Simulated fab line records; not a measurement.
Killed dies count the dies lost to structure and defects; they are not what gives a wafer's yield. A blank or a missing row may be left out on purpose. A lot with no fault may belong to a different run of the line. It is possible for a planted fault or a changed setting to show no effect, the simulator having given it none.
Chamber matching :: flow sfq-line :: 4 sister chambers for SFQ_TRILAYER_I4_CMP_CMP_100 on cmp-01
The step polishes SiO2. 8 wafers are shown with their chamber, then 9 later ones without.

WAFERS, EACH WITH ITS CHAMBER
wafer: L888.6
chamber: 0
time-to-endpoint-s (s): 233
motor-current-A (A): 9.7

wafer: L892.3
chamber: 0
time-to-endpoint-s (s): 223
motor-current-A (A): 9.7

wafer: L895.3
chamber: 3
time-to-endpoint-s (s): 205
motor-current-A (A): 9.2

wafer: L895.1
chamber: 1
time-to-endpoint-s (s): 204
motor-current-A (A): 9.7

wafer: L895.6
chamber: 3
time-to-endpoint-s (s): 217
motor-current-A (A): 9.4

wafer: L905.2
chamber: 2
time-to-endpoint-s (s): 216
motor-current-A (A): 9.9

wafer: L905.1
chamber: 1
time-to-endpoint-s (s): 203
motor-current-A (A): 9.7

wafer: L905.5
chamber: 2
time-to-endpoint-s (s): 230
motor-current-A (A): 9.5

WAFERS WITHOUT THEIR CHAMBER
wafer: L907.1
time-to-endpoint-s (s): 216
motor-current-A (A): 9.6

wafer: L907.4
time-to-endpoint-s (s): 202
motor-current-A (A): 9.6

wafer: L907.5
time-to-endpoint-s (s): 213
motor-current-A (A): 9.2

wafer: L908.4
time-to-endpoint-s (s): 231
motor-current-A (A): 9.4

wafer: L908.5
time-to-endpoint-s (s): 214
motor-current-A (A): 10.2

wafer: L908.6
time-to-endpoint-s (s): 216
motor-current-A (A): 9.4

wafer: L909.2
time-to-endpoint-s (s): 213
motor-current-A (A): 9.6

wafer: L909.5
time-to-endpoint-s (s): 224
motor-current-A (A): 9.3

wafer: L909.6
time-to-endpoint-s (s): 218
motor-current-A (A): 9.4

EACH ONE'S CHAMBER
wafer: L907.1
from the rows above: can't be placed: 2 or 0 or 1 or 3
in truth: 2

wafer: L907.4
from the rows above: can't be placed: 1 or 3
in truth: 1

wafer: L907.5
from the rows above: 3
in truth: 3

wafer: L908.4
from the rows above: can't be placed: 0 or 2 or 3
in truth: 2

wafer: L908.5
from the rows above: can't be placed: 2 or 1 or 0
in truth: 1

wafer: L908.6
from the rows above: can't be placed: 3 or 2 or 0 or 1
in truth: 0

wafer: L909.2
from the rows above: can't be placed: 1 or 2 or 3 or 0
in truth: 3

wafer: L909.5
from the rows above: can't be placed: 3 or 2 or 0 or 1
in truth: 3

wafer: L909.6
from the rows above: can't be placed: 3 or 2 or 0 or 1
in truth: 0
Correctly placed: 1 of 9. Cannot be placed on the basis of these rows: 8; the candidates contain the true chamber in 8. 0 placed wrongly.
How it was worked out, from the rows above alone: a wafer's distance from a chamber is the root of the sum, over the readings, of the square of ((its reading less the chamber's mean) divided by the reading's scatter). If the next closest chamber is less than 2 further off than the closest, the wafer can't be placed; otherwise it belongs to the closest. A chamber's mean is the mean of its shown wafers. How the scatter is found: for the shown wafers, subtract from each reading the mean of its chamber, square and add these, divide the total by (wafers less chambers), then take the root.
